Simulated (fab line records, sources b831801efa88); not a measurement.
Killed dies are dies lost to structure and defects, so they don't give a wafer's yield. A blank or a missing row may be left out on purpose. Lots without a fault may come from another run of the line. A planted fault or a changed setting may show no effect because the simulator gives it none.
fab line records | flow gf180mcu
record lots=5 wafers=15 last_day=34
route steps=602 shown V4@489 MIM@503
lots that met no fault: from a run of the same line without faults
start_h: hours from the record's first day to the start of the lot's first wafer shown | wait_h: hours since the lot's step before | " the same as in the row above | L1.1+2: a row that stands for several wafers | - no value, or no start given | * or withheld: withheld | < > ~ a bound
route shown NAME@n: a module of which the file shows steps, and the number in the route of the first | usual: mean/standard deviation of fault-free wafers | same: alike in all rows | chamber/n: place in a boat | sites: the reading at each site | _std_site: their standard deviation | _edge_site: outer sites' mean less inner sites' | radius_mm: how far each site lies from the wafer's centre | mask NAME#n: copy n | behind: the tool/chamber that last shaped the wafer | hold: why the lot was held/for how many hours/how that ended | device: the transistor (n, p or np) that didn't switch | end of line: the same wafers' tests at the end of the route | a step without rows: its recipe alone | killed: dies lost to structure and defects at the first sort, not the wafer's yield | map: a wafer's dies, x killed, . not, _ none there
set.NAME: the setting as run; set.NAME@STEP: as run at that earlier step | model.NAME: the simulator's own value behind a step, which no gauge read
lots at some steps of the route; a table a step, a row a wafer
services: from which hour (start_h, from the record's first day; less than 0 if before it) a tool's chamber was out of use, for how many hours, and why
## steps
# step GF_V4_DEVELOP_13
# recipe develop_time_s=60 resist=KrF dev_temp_c=21
# usual chill_plate_temp_C=22.99/0.097
# columns lot.wafer tool chamber start_h wait_h chill_plate_temp_C
L077.2 litho_track-01 0 590.09 0.2 22.91
L077.3 " 0 " " 23.04
L077.4 " 0 " " 22.90
L085.1 litho_track-01 0 653.27 0.2 23.10
L085.4 " 0 " " 23.00
L085.6 " 0 " " 22.85
L089.1 litho_track-03 0 681.56 0.2 22.86
L089.2 " 0 " " 23.08
L089.3 " 0 " " 22.90
L090.1 litho_track-03 0 693.46 0.2 23.00
L090.3 " 0 " " 22.84
L090.4 " 0 " " 22.96
L093.1 litho_track-01 0 715.92 0.2 22.98
L093.2 " 0 " " 23.11
L093.6 " 0 " " 23.09
# step GF_V4_CD_MEAS_14
# recipe target_cd_nm=260
# usual cd_nm=260.2/1.3
# columns lot.wafer tool chamber start_h wait_h cd_nm
L077.2 cd_sem-02 - 590.24 0.1 259.3
L077.3 " - " " 259.2
L077.4 " - " " 259.5
L085.1 cd_sem-01 - 653.42 0.1 261.0
L085.4 " - " " 259.9
L085.6 " - " " 260.1
L089.1 cd_sem-02 - 681.71 0.1 258.7
L089.2 " - " " 258.2
L089.3 " - " " 259.6
L090.1 cd_sem-02 - 693.61 0.1 258.6
L090.3 " - " " 258.2
L090.4 " - " " 258.9
L093.1 cd_sem-01 - 716.07 0.1 260.8
L093.2 " - " " 260.1
L093.6 " - " " 260.2
# step GF_V4_OVL_MEAS_15
# usual V4_OVL=2/4.2
# columns lot.wafer tool chamber start_h wait_h V4_OVL[nm]
L077.2 overlay-01 - 590.35 0.1 -6
L077.3 " - " " -4
L077.4 " - " " -3
L085.1 overlay-01 - 653.54 0.1 -4
L085.4 " - " " 1
L085.6 " - " " -1
L089.1 overlay-01 - 681.83 0.1 -3
L089.2 " - " " 4
L089.3 " - " " 1
L090.1 overlay-02 - 693.73 0.1 10
L090.3 " - " " 8
L090.4 " - " " 3
L093.1 overlay-02 - 716.19 0.1 3
L093.2 " - " " 3
L093.6 " - " " -3
# step GF_V4_ETCH_16
# recipe chemistry=N2/H2 target_depth_a=withheld overetch_a=withheld time_s=withheld target=BARC ion_energy_ev=200 source_w=500 bias_w=100 pressure_mtorr=30 n2_flow_sccm=100 h2_flow_sccm=200
# usual drypump_motor_current_A=5.6/0.35 oes_product_au=0.855/0.0045 throttle_valve_pct=13.225/0.0084
# columns lot.wafer tool chamber start_h wait_h drypump_motor_current_A oes_product_au throttle_valve_pct
L077.2 rie_diel-01 3 590.38 0.0 5.3 0.857 13.219
L077.3 " 1 " " 6.0 0.854 13.218
L077.4 " 3 " " 5.3 0.853 13.229
L085.1 rie_diel-03 0 653.57 0.0 5.7 0.855 13.216
L085.4 " 3 " " 5.1 0.846 13.239
L085.6 " 0 " " 5.7 0.864 13.223
L089.1 rie_diel-01 0 681.86 0.0 6.1 0.854 13.223
L089.2 " 3 " " 5.3 0.849 13.219
L089.3 " 2 " " 5.6 0.856 13.226
L090.1 rie_diel-03 0 693.76 0.0 5.7 0.860 13.235
L090.3 " 3 " " 5.1 0.856 13.217
L090.4 " 1 " " 5.5 0.858 13.229
L093.1 rie_diel-03 0 716.22 0.0 5.7 0.852 13.221
L093.2 " 3 " " 5.1 0.851 13.228
L093.6 " 2 " " 5.8 0.857 13.233
# step GF_V4_ETCH_17
# recipe chemistry=C4F8/O2/Ar mask_material=KrF target=SiO2 stop_on=TiN source_w=1500 bias_w=1200 pressure_mtorr=40 c4f8_flow_sccm=withheld O2_flow_sccm=6 Ar_flow_sccm=300 time_s=withheld target_depth_a=6300
# usual oes_product_au=0.856/0.0047
# columns lot.wafer tool chamber start_h wait_h oes_product_au
L077.2 rie_diel-01 3 - - 0.864
L077.3 " 1 " " 0.848
L077.4 " 3 " " 0.867
L085.1 rie_diel-03 0 - - 0.850
L085.4 " 3 " " 0.852
L085.6 " 0 " " 0.862
L089.1 rie_diel-01 0 - - 0.857
L089.2 " 3 " " 0.856
L089.3 " 2 " " 0.857
L090.1 rie_diel-03 0 - - 0.854
L090.3 " 3 " " 0.852
L090.4 " 1 " " 0.862
L093.1 rie_diel-03 0 - - 0.856
L093.2 " 3 " " 0.862
L093.6 " 2 " " 0.858
# step GF_V4_STRIP_18
# recipe chemistry=O2/N2 power_w=1400 pressure_mtorr=1500 platen_temp_c=250 o2_flow_sccm=3000 n2_flow_sccm=300 overash_fraction=0.5
# usual drypump_motor_current_A=5.8/0.4 heater_power_w=322/25 oes_product_au=0.591/0.0044
# columns lot.wafer tool chamber start_h wait_h drypump_motor_current_A heater_power_w oes_product_au rf_hours_counter_h
L077.2 plasma_asher-02 0 590.50 - 6.2 321 0.586 81
L077.3 " 1 " " 5.7 302 0.595 -
L077.4 " 0 " " 6.3 321 0.583 -
L085.1 plasma_asher-02 0 653.70 - 6.3 312 0.594 88
L085.4 " 0 " " 6.3 315 0.598 -
L085.6 " 1 " " 5.7 295 0.589 -
L089.1 plasma_asher-02 1 681.99 - 5.7 295 0.588 91
L089.2 " 0 " " 6.2 314 0.592 91
L089.3 " 1 " " 5.7 299 0.591 -
L090.1 plasma_asher-03 1 693.89 - 5.4 320 0.595 28
L090.3 " 0 " " 5.3 344 0.593 -
L090.4 " 1 " " 5.4 319 0.593 -
L093.1 plasma_asher-04 1 716.35 - 6.5 382 0.586 63
L093.2 " 0 " " 5.6 324 0.595 63
L093.6 " 0 " " 5.6 320 0.582 -
# step GF_V4_STRIP_19
# recipe chemistry=post_etch_residue_remover time_s=1200 temp_c=72.5
# columns lot.wafer tool chamber start_h wait_h
L077.2+3+4 wet_bench-01 1 590.60 0.1
L085.1+4+6 wet_bench-01 3 653.80 0.1
L089.1+2+3 wet_bench-02 2 682.09 0.1
L090.1+3+4 wet_bench-01 2 693.99 0.1
L093.1+2+6 wet_bench-01 2 716.45 0.1
# step GF_V4_CLEAN_20
# recipe chemistry=DIW dry=n2_spin
# columns lot.wafer tool chamber start_h wait_h
L077.2+3+4 wet_bench-03 1 590.95 0.0
L085.1+4+6 wet_bench-03 0 654.18 0.0
L089.1+2+3 wet_bench-03 2 682.98 0.0
L090.1+3+4 wet_bench-03 1 694.37 0.0
L093.1+2+6 wet_bench-03 1 716.79 0.0
# step GF_V4_SPUTTER_21
# recipe material=Ti target_thk_nm=15 chamber_pressure_pa=5 power_w=2500 substrate_temp_c=200 time_s=80.02
# usual throttle_valve_pct=30.0/0.64
# columns lot.wafer tool chamber start_h wait_h throttle_valve_pct
L077.2 pvd_sputter-02 - 591.04 0.0 30.2
L077.3 " - " " 30.5
L077.4 " - " " 30.5
L085.1 pvd_sputter-02 - 654.27 0.0 30.6
L085.4 " - " " 30.3
L085.6 " - " " 30.2
L089.1 pvd_sputter-03 - 683.07 0.0 29.7
L089.2 " - " " 30.6
L089.3 " - " " 29.3
L090.1 pvd_sputter-02 - 694.46 0.0 30.2
L090.3 " - " " 30.7
L090.4 " - " " 30.8
L093.1 pvd_sputter-02 - 716.89 0.0 28.9
L093.2 " - " " 30.5
L093.6 " - " " 30.2
# step GF_V4_SPUTTER_22
# recipe material=TiN target_thk_nm=10 chamber_pressure_pa=5 power_w=4000 time_s=40
# usual throttle_valve_pct=30.0/0.64
# columns lot.wafer tool chamber start_h wait_h throttle_valve_pct
L077.2 pvd_sputter-02 - 591.10 0.0 30.4
L077.3 " - " " 30.3
L077.4 " - " " 30.7
L085.1 pvd_sputter-02 - 654.33 0.0 30.4
L085.4 " - " " 30.4
L085.6 " - " " 30.1
L089.1 pvd_sputter-03 - 683.13 0.0 29.7
L089.2 " - " " 30.8
L089.3 " - " " 29.0
L090.1 pvd_sputter-02 - 694.52 0.0 30.2
L090.3 " - " " 30.3
L090.4 " - " " 30.6
L093.1 pvd_sputter-02 - 716.95 0.0 29.1
L093.2 " - " " 30.7
L093.6 " - " " 30.3
# step GF_V4_CVD_23
# recipe material=W target_thk_nm=350 time_s=104.9 temp_c=400 pressure_torr=40
# usual heater_power_w=806/80
# columns lot.wafer tool chamber start_h wait_h heater_power_w
L077.2 cvd_w-01 0 591.14 0.0 943
L077.3 " 0 " " 966
L077.4 " 1 " " 763
L085.1 cvd_w-02 0 654.37 0.0 752
L085.4 " 0 " " 778
L085.6 " 0 " " 765
L089.1 cvd_w-02 1 683.17 0.0 772
L089.2 " 0 " " 770
L089.3 " 0 " " 745
L090.1 cvd_w-02 1 694.56 0.0 795
L090.3 " 1 " " 773
L090.4 " 0 " " 771
L093.1 cvd_w-02 0 716.99 0.0 762
L093.2 " 1 " " 786
L093.6 " 1 " " 764
# step GF_V4_RS_MEAS_24
# recipe thk_meas_gauge=four-point-probe reads=W_of_V4_CVD_23+TiN_of_V4_SPUTTER_22+Ti_of_V4_SPUTTER_21
# usual V4_W_RS=0.329/0.0037
# columns lot.wafer tool chamber start_h wait_h V4_W_RS[ohm/sq]
L077.2 film_metro-04 - 591.27 0.1 0.332
L077.3 " - " " 0.326
L077.4 " - " " 0.324
L085.1 film_metro-01 - 654.48 0.1 0.327
L085.4 " - " " 0.325
L085.6 " - " " 0.328
L089.1 film_metro-03 - 683.29 0.1 0.331
L089.2 " - " " 0.329
L089.3 " - " " 0.329
L090.1 film_metro-01 - 694.67 0.1 0.328
L090.3 " - " " 0.331
L090.4 " - " " 0.328
L093.1 film_metro-01 - 717.10 0.1 0.327
L093.2 " - " " 0.334
L093.6 " - " " 0.331
# step GF_V4_THK_MEAS_25
# recipe thk_meas_gauge=xrf reads=W_of_V4_CVD_23
# usual V4_W_THK=348/5.8
# columns lot.wafer tool chamber start_h wait_h V4_W_THK[nm]
L077.2 film_metro-04 - 591.38 0.1 346
L077.3 " - " " 349
L077.4 " - " " 352
L085.1 film_metro-01 - 654.60 0.1 354
L085.4 " - " " 355
L085.6 " - " " 353
L089.1 film_metro-03 - 683.41 0.1 341
L089.2 " - " " 344
L089.3 " - " " 342
L090.1 film_metro-01 - 694.79 0.1 352
L090.3 " - " " 349
L090.4 " - " " 350
L093.1 film_metro-01 - 717.22 0.1 355
L093.2 " - " " 348
L093.6 " - " " 351
# step GF_V4_CMP_26
# recipe stop_on=SiO2 down_force_psi=3.5 platen_rpm=60 t_overpolish_s=15 target_thk_nm=0 pad_velocity_m_s=0.94248
# usual motor_current_A=10.8/0.77 overpolish_run_s=15.000/0.0095 time_to_endpoint_s=87/3.1
# columns lot.wafer tool chamber start_h wait_h motor_current_A overpolish_run_s time_to_endpoint_s
L077.3 cmp-01 3 591.43 0.0 10.3 15.010 84
L077.4 " 0 " " 11.1 14.991 87
L077.2 " 1 " " 11.8 15.003 88
L085.1 cmp-02 1 654.66 0.1 11.3 14.998 88
L085.4 " 0 " " 10.4 15.004 91
L085.6 " 1 " " 11.0 14.993 88
L089.3 cmp-02 1 683.47 0.0 11.1 14.984 91
L089.1 " 2 " " 11.3 15.006 90
L089.2 " 0 " " 9.6 15.001 89
L090.1 cmp-01 3 694.85 0.1 10.5 15.008 84
L090.4 " 0 " " 10.8 15.004 90
L090.3 " 2 " " 11.6 15.000 85
L093.2 cmp-02 2 717.28 0.0 11.6 15.008 90
L093.1 " 0 " " 9.9 15.001 90
L093.6 " 2 " " 11.8 14.990 93
# step GF_MIM_SPUTTER_00
# recipe material=Ti target_thk_nm=37.5 arriving_ion_energy_ev=80 substrate_temp_c=200 chamber_pressure_pa=2 power_w=4000 time_s=150
# usual throttle_valve_pct=29.9/0.69
# columns lot.wafer tool chamber start_h wait_h throttle_valve_pct
L077.2 pvd_sputter-04 - 591.73 0.1 31.8
L077.3 " - " " 30.5
L077.4 " - " " 29.6
L085.1 pvd_sputter-01 - 654.96 0.2 30.4
L085.4 " - " " 29.3
L085.6 " - " " 29.3
L089.1 pvd_sputter-04 - 683.77 0.2 30.7
L089.2 " - " " 31.8
L089.3 " - " " 29.1
L090.1 pvd_sputter-01 - 695.15 0.2 30.1
L090.3 " - " " 29.9
L090.4 " - " " 29.5
L093.1 pvd_sputter-04 - 717.58 0.1 31.6
L093.2 " - " " 30.4
L093.6 " - " " 29.4
# step GF_MIM_SPUTTER_01
# recipe material=TiN target_thk_nm=30 power_w=6500 time_s=25 chamber_pressure_pa=0.4
# usual throttle_valve_pct=29.9/0.71
# columns lot.wafer tool chamber start_h wait_h throttle_valve_pct
L077.2 pvd_sputter-04 - 591.83 0.1 32.0
L077.3 " - " " 30.2
L077.4 " - " " 29.9
L085.1 pvd_sputter-01 - 655.06 0.1 30.3
L085.4 " - " " 29.5
L085.6 " - " " 29.4
L089.1 pvd_sputter-04 - 683.87 0.1 30.5
L089.2 " - " " 31.8
L089.3 " - " " 29.1
L090.1 pvd_sputter-01 - 695.25 0.1 30.4
L090.3 " - " " 29.6
L090.4 " - " " 29.3
L093.1 pvd_sputter-04 - 717.68 0.1 31.7
L093.2 " - " " 30.5
L093.6 " - " " 29.0
# step GF_MIM_SPUTTER_02
# recipe material=AlCu target_thk_nm=450 power_w=10600 time_s=23.9 chamber_pressure_pa=0.4
# usual throttle_valve_pct=29.9/0.69
# columns lot.wafer tool chamber start_h wait_h throttle_valve_pct
L077.2 pvd_sputter-04 - 591.86 0.0 31.9
L077.3 " - " " 30.5
L077.4 " - " " 29.8
L085.1 pvd_sputter-01 - 655.09 0.0 30.2
L085.4 " - " " 29.6
L085.6 " - " " 29.8
L089.1 pvd_sputter-04 - 683.90 0.0 30.5
L089.2 " - " " 32.0
L089.3 " - " " 29.2
L090.1 pvd_sputter-01 - 695.28 0.0 30.2
L090.3 " - " " 29.7
L090.4 " - " " 29.3
L093.1 pvd_sputter-04 - 717.71 0.0 31.7
L093.2 " - " " 30.4
L093.6 " - " " 29.0
# step GF_MIM_SPUTTER_03
# recipe material=Ti target_thk_nm=10 substrate_temp_c=300 chamber_pressure_pa=0.3 power_w=3000 time_s=6.7
# usual throttle_valve_pct=29.9/0.68
# columns lot.wafer tool chamber start_h wait_h throttle_valve_pct
L077.2 pvd_sputter-04 - 591.89 0.0 32.0
L077.3 " - " " 30.2
L077.4 " - " " 30.0
L085.1 pvd_sputter-01 - 655.12 0.0 30.3
L085.4 " - " " 29.4
L085.6 " - " " 29.4
L089.1 pvd_sputter-04 - 683.93 0.0 30.5
L089.2 " - " " 31.8
L089.3 " - " " 29.0
L090.1 pvd_sputter-01 - 695.31 0.0 30.1
L090.3 " - " " 29.7
L090.4 " - " " 29.3
L093.1 pvd_sputter-04 - 717.74 0.0 31.9
L093.2 " - " " 30.5
L093.6 " - " " 29.2
# step GF_MIM_SPUTTER_04
# recipe material=TiN target_thk_nm=50 power_w=6500 time_s=41.7 chamber_pressure_pa=0.4
# usual throttle_valve_pct=29.9/0.68
# columns lot.wafer tool chamber start_h wait_h throttle_valve_pct
L077.2 pvd_sputter-04 - 591.91 0.0 31.7
L077.3 " - " " 30.8
L077.4 " - " " 30.1
L085.1 pvd_sputter-01 - 655.14 0.0 30.1
L085.4 " - " " 29.6
L085.6 " - " " 29.5
L089.1 pvd_sputter-04 - 683.95 0.0 30.5
L089.2 " - " " 31.5
L089.3 " - " " 29.1
L090.1 pvd_sputter-01 - 695.33 0.0 30.4
L090.3 " - " " 29.5
L090.4 " - " " 29.8
L093.1 pvd_sputter-04 - 717.76 0.0 31.8
L093.2 " - " " 30.7
L093.6 " - " " 29.0
# step GF_MIM_CVD_05
# recipe material=Si3N4 target_thk_nm=42 temp_max_c=400 temp_c=385 time_s=29.086 rf_w=450
# usual heater_power_w=640/94
# columns lot.wafer tool chamber start_h wait_h heater_power_w
L077.2 pecvd-02 1 591.95 0.0 877
L077.3 " 0 " " 749
L077.4 " 2 " " 790
L085.1 pecvd-04 0 655.18 0.0 629
L085.4 " 1 " " 453
L085.6 " 2 " " 558
L089.1 pecvd-01 2 683.99 0.0 774
L089.2 " 1 " " 585
L089.3 " 0 " " 632
L090.1 pecvd-04 2 695.37 0.0 629
L090.3 " 1 " " 511
L090.4 " 0 " " 726
L093.1 pecvd-04 2 717.80 0.0 647
L093.2 " 0 " " 706
L093.6 " 0 " " 718
# step GF_MIM_THK_MEAS_06
# recipe reads=Si3N4_of_MIM_CVD_05
# usual MIM_CVD_05_THK=41.9/0.65
# columns lot.wafer tool chamber start_h wait_h MIM_CVD_05_THK[nm]
L077.2 film_metro-01 - 591.99 0.0 41.1
L077.3 " - " " 41.9
L077.4 " - " " 41.8
L085.1 film_metro-04 - 655.21 0.0 41.6
L085.4 " - " " 42.2
L085.6 " - " " 41.8
L089.1 film_metro-02 - 684.02 0.0 41.7
L089.2 " - " " 40.8
L089.3 " - " " 41.1
L090.1 film_metro-01 - 695.40 0.0 41.9
L090.3 " - " " 41.7
L090.4 " - " " 41.8
L093.1 film_metro-01 - 717.83 0.0 41.8
L093.2 " - " " 41.5
L093.6 " - " " 42.5
# step GF_MIM_SPUTTER_07
# recipe material=TiN target_thk_nm=60 power_w=6500 time_s=50 chamber_pressure_pa=0.4
# usual throttle_valve_pct=30.1/0.75
# columns lot.wafer tool chamber start_h wait_h throttle_valve_pct
L077.2 pvd_sputter-01 - 592.04 0.0 29.4
L077.3 " - " " 30.7
L077.4 " - " " 29.2
L085.1 pvd_sputter-04 - 655.27 0.1 30.6
L085.4 " - " " 29.3
L085.6 " - " " 30.1
L089.1 pvd_sputter-02 - 684.08 0.1 30.5
L089.2 " - " " 30.2
L089.3 " - " " 30.5
L090.1 pvd_sputter-02 - 695.46 0.1 30.3
L090.3 " - " " 30.3
L090.4 " - " " 29.1
L093.1 pvd_sputter-01 - 717.89 0.1 29.5
L093.2 " - " " 30.3
L093.6 " - " " 29.9
# step GF_MIM_SPUTTER_08
# recipe material=AlCu target_thk_nm=200 power_w=10600 time_s=10.6 chamber_pressure_pa=0.4
# usual throttle_valve_pct=30.1/0.75
# columns lot.wafer tool chamber start_h wait_h throttle_valve_pct
L077.2 pvd_sputter-01 - 592.09 0.0 29.5
L077.3 " - " " 30.1
L077.4 " - " " 29.4
L085.1 pvd_sputter-04 - 655.32 0.0 30.5
L085.4 " - " " 29.2
L085.6 " - " " 30.0
L089.1 pvd_sputter-02 - 684.12 0.0 30.5
L089.2 " - " " 30.2
L089.3 " - " " 30.8
L090.1 pvd_sputter-02 - 695.51 0.0 30.4
L090.3 " - " " 30.5
L090.4 " - " " 29.0
L093.1 pvd_sputter-01 - 717.94 0.0 29.6
L093.2 " - " " 30.7
L093.6 " - " " 30.0
# step GF_MIM_SPUTTER_09
# recipe material=TiN target_thk_nm=35 power_w=6500 time_s=29.2 chamber_pressure_pa=0.4
# usual throttle_valve_pct=30.1/0.76
# columns lot.wafer tool chamber start_h wait_h throttle_valve_pct
L077.2 pvd_sputter-01 - 592.11 0.0 29.5
L077.3 " - " " 30.4
L077.4 " - " " 29.4
L085.1 pvd_sputter-04 - 655.34 0.0 30.6
L085.4 " - " " 29.1
L085.6 " - " " 30.0
L089.1 pvd_sputter-02 - 684.15 0.0 30.5
L089.2 " - " " 30.1
L089.3 " - " " 30.5
L090.1 pvd_sputter-02 - 695.53 0.0 30.4
L090.3 " - " " 30.4
L090.4 " - " " 29.1
L093.1 pvd_sputter-01 - 717.96 0.0 29.4
L093.2 " - " " 30.4
L093.6 " - " " 30.2
# step GF_MIM_RS_MEAS_10
# recipe thk_meas_gauge=four-point-probe reads=TiN_of_MIM_SPUTTER_09+AlCu_of_MIM_SPUTTER_08+TiN_of_MIM_SPUTTER_07
# usual MIM_ALCU_RS=0.1596/0.0017
# columns lot.wafer tool chamber start_h wait_h MIM_ALCU_RS[ohm/sq]
L077.2 film_metro-02 - 592.16 0.0 0.1587
L077.3 " - " " 0.1629
L077.4 " - " " 0.1606
L085.1 film_metro-02 - 655.37 0.0 0.1589
L085.4 " - " " 0.1595
L085.6 " - " " 0.1589
L089.1 film_metro-04 - 684.18 0.0 0.1579
L089.2 " - " " 0.1594
L089.3 " - " " 0.1586
L090.1 film_metro-04 - 695.62 0.1 0.1602
L090.3 " - " " 0.1613
L090.4 " - " " 0.1641
L093.1 film_metro-01 - 717.99 0.0 0.1587
L093.2 " - " " 0.1615
L093.6 " - " " 0.1592
# step GF_MIM_THK_MEAS_11
# recipe thk_meas_gauge=xrf reads=AlCu_of_MIM_SPUTTER_08
# usual MIM_ALCU_THK=202.2/2.3
# columns lot.wafer tool chamber start_h wait_h MIM_ALCU_THK[nm]
L077.2 film_metro-02 - 592.27 0.1 203.7
L077.3 " - " " 199.8
L077.4 " - " " 201.0
L085.1 film_metro-02 - 655.49 0.1 203.4
L085.4 " - " " 203.8
L085.6 " - " " 204.8
L089.1 film_metro-04 - 684.30 0.1 203.0
L089.2 " - " " 199.6
L089.3 " - " " 201.4
L090.1 film_metro-04 - 695.74 0.1 198.6
L090.3 " - " " 198.3
L090.4 " - " " 196.1
L093.1 film_metro-01 - 718.11 0.1 202.8
L093.2 " - " " 199.4
L093.6 " - " " 201.5
# step GF_MIM_DEHYDRATE_12
# recipe temp_c=200 time_s=60
# usual chill_plate_temp_C=23.03/0.11
# columns lot.wafer tool chamber start_h wait_h chill_plate_temp_C
L077.2 litho_track-04 0 602.61 10.3 23.15
L077.3 " 0 " " 23.18
L077.4 " 0 " " 23.03
L085.1 litho_track-04 0 664.73 9.2 22.99
L085.4 " 0 " " 22.96
L085.6 " 0 " " 22.93
L089.1 litho_track-04 0 692.63 8.3 22.99
L089.2 " 0 " " 23.00
L089.3 " 0 " " 23.04
L090.1 litho_track-01 0 704.27 8.5 23.06
L090.3 " 0 " " 23.08
L090.4 " 0 " " 22.95
L093.1 litho_track-03 0 726.41 8.3 23.05
L093.2 " 0 " " 23.06
L093.6 " 0 " " 22.85
# step GF_MIM_HMDS_13
# recipe prime_time_s=60 prime_temp_c=120
# usual chill_plate_temp_C=22.98/0.1
# columns lot.wafer tool chamber start_h wait_h chill_plate_temp_C
L077.2 litho_track-04 0 602.76 0.1 23.03
L077.3 " 0 " " 23.05
L077.4 " 0 " " 22.82
L085.1 litho_track-04 0 664.88 0.1 22.95
L085.4 " 0 " " 23.15
L085.6 " 0 " " 22.99
L089.1 litho_track-04 0 692.78 0.1 22.95
L089.2 " 0 " " 22.96
L089.3 " 0 " " 23.01
L090.1 litho_track-01 0 704.42 0.1 23.15
L090.3 " 0 " " 22.98
L090.4 " 0 " " 23.08
L093.1 litho_track-03 0 726.56 0.1 22.98
L093.2 " 0 " " 22.97
L093.6 " 0 " " 22.89
# step GF_MIM_COAT_14
# recipe resist=NOVOLAK spin_rpm=3000 resist_thk_nm=1000
# usual chill_plate_temp_C=22.99/0.11
# columns lot.wafer tool chamber start_h wait_h chill_plate_temp_C
L077.2 litho_track-04 0 602.91 0.1 23.02
L077.3 " 0 " " 23.13
L077.4 " 0 " " 22.82
L085.1 litho_track-04 0 665.03 0.1 22.80
L085.4 " 0 " " 23.02
L085.6 " 0 " " 22.88
L089.1 litho_track-04 0 692.93 0.1 23.05
L089.2 " 0 " " 22.85
L089.3 " 0 " " 22.85
L090.1 litho_track-01 0 704.57 0.1 23.15
L090.3 " 0 " " 22.98
L090.4 " 0 " " 22.82
L093.1 litho_track-03 0 726.71 0.1 23.04
L093.2 " 0 " " 23.09
L093.6 " 0 " " 23.00
# step GF_MIM_SOFTBAKE_15
# recipe temp_c=90 time_s=60 resist=NOVOLAK
# usual chill_plate_temp_C=23.00/0.12
# columns lot.wafer tool chamber start_h wait_h chill_plate_temp_C
L077.2 litho_track-04 0 603.06 0.1 23.11
L077.3 " 0 " " 23.11
L077.4 " 0 " " 23.02
L085.1 litho_track-04 0 665.18 0.1 23.18
L085.4 " 0 " " 23.11
L085.6 " 0 " " 23.09
L089.1 litho_track-04 0 693.08 0.1 22.95
L089.2 " 0 " " 23.03
L089.3 " 0 " " 22.97
L090.1 litho_track-01 0 704.72 0.1 22.67
L090.3 " 0 " " 22.80
L090.4 " 0 " " 22.82
L093.1 litho_track-03 0 726.86 0.1 22.86
L093.2 " 0 " " 22.97
L093.6 " 0 " " 22.87
# step GF_MIM_EXPOSE_16
# recipe mask_id=FuseTop target_cd_nm=2000 na=0.6 source_shape=conventional sigma_outer=0.6 dose_mj=140
# columns lot.wafer tool chamber start_h wait_h mask
L077.2+3+4 iline_stepper-02 0 - - FuseTop#0
L085.1+4+6 iline_stepper-01 0 - - FuseTop#0
L089.1+2+3 iline_stepper-01 0 - - FuseTop#0
L090.1+3+4 iline_stepper-02 0 - - FuseTop#0
L093.1+2+6 iline_stepper-01 0 - - FuseTop#0
# step GF_MIM_PEB_17
# recipe temp_c=withheld time_s=* resist=NOVOLAK
# usual chill_plate_temp_C=*
# columns lot.wafer tool chamber start_h wait_h chill_plate_temp_C
L077.2 litho_track-03 0 - - *
L077.3 " 0 " " *
L077.4 " 0 " " *
L085.1 litho_track-03 0 - - *
L085.4 " 0 " " *
L085.6 " 0 " " *
L089.1 litho_track-04 0 - - *
L089.2 " 0 " " *
L089.3 " 0 " " *
L090.1 litho_track-03 0 - - *
L090.3 " 0 " " *
L090.4 " 0 " " *
L093.1 litho_track-03 0 - - *
L093.2 " 0 " " *
L093.6 " 0 " " *
# step GF_MIM_DEVELOP_18
# recipe develop_time_s=60 dev_temp_c=23
# usual chill_plate_temp_C=23.00/0.1
# columns lot.wafer tool chamber start_h wait_h chill_plate_temp_C
L077.2 litho_track-03 0 612.83 0.1 23.03
L077.3 " 0 " " 23.08
L077.4 " 0 " " 23.05
L085.1 litho_track-03 0 674.61 0.1 22.83
L085.4 " 0 " " 22.94
L085.6 " 0 " " 22.84
L089.1 litho_track-04 0 701.68 0.1 23.04
L089.2 " 0 " " 22.98
L089.3 " 0 " " 23.11
L090.1 litho_track-03 0 713.71 0.1 23.04
L090.3 " 0 " " 23.18
L090.4 " 0 " " 23.00
L093.1 litho_track-03 0 735.46 0.1 22.80
L093.2 " 0 " " 22.89
L093.6 " 0 " " 22.95
# step GF_MIM_METAL_ETCH_19
# recipe chemistry=Cl2/BCl3 mask_material=NOVOLAK stop_on=Si3N4 target_depth_nm=324.5 pressure_mtorr=8 icp_w=800 bias_w=140 Cl2_flow_sccm=80 bcl3_flow_sccm=40 time_s=54.1
# usual drypump_motor_current_A=5.6/0.38 oes_product_au=0.943/0.0066 throttle_valve_pct=28.282/0.0097
# columns lot.wafer tool chamber start_h wait_h drypump_motor_current_A oes_product_au rf_hours_counter_h throttle_valve_pct
L077.2 rie_metal-04 1 612.96 0.1 6.1 0.945 14 28.268
L077.3 " 1 " " 6.1 0.938 - 28.284
L077.4 " 0 " " 5.5 0.947 - 28.266
L085.1 rie_metal-02 1 674.76 0.1 5.5 0.939 4 28.271
L085.4 " 0 " " 5.5 0.943 - 28.281
L085.6 " 1 " " 5.5 0.938 - 28.273
L089.1 rie_metal-02 1 701.83 0.1 5.4 0.949 5 28.288
L089.2 " 0 " " 5.5 0.951 14 28.284
L089.3 " 1 " " 5.4 0.948 - 28.298
L090.1 rie_metal-01 0 713.86 0.1 6.3 0.940 2 28.274
L090.3 " 1 " " 5.3 0.936 - 28.291
L090.4 " 0 " " 6.3 0.929 - 28.279
L093.1 rie_metal-01 1 735.61 0.1 5.3 0.946 6 28.281
L093.2 " 0 " " 6.3 0.944 3 28.285
L093.6 " 1 " " 5.3 0.938 - 28.274
## services
# columns tool chamber start_h hours kind
pvd_sputter-01 - 571.47 1.0 repair
rie_diel-03 2 586.66 5.7 repair
rie_diel-03 - 587.67 4.2 repair
cmp-02 - 590.50 1.2 repair
pecvd-04 - 591.12 14.0 pm
cmp-02 - 594.95 1.4 repair
rie_diel-01 0 600.57 3.7 repair
cmp-02 - 601.24 3.7 pm
iline_stepper-01 - 601.98 1.7 pm
pecvd-04 - 611.01 3.6 repair
rie_diel-03 2 616.10 18.2 repair
cmp-02 - 631.15 4.8 repair
cmp-02 - 636.48 0.3 repair
pvd_sputter-02 - 642.55 11.0 repair
cvd_w-02 - 661.73 0.6 repair
pecvd-04 - 669.33 14.6 pm
pvd_sputter-02 - 676.62 7.3 repair
rie_diel-01 - 682.11 2.8 pm
rie_diel-01 0 685.30 9.9 repair
cvd_w-02 - 692.17 0.6 repair
iline_stepper-01 - 699.59 5.4 repair
pvd_sputter-04 - 704.59 8.6 repair
pvd_sputter-01 - 709.92 4.0 repair
wet_bench-03 - 732.26 2.3 repair
## key
fault none
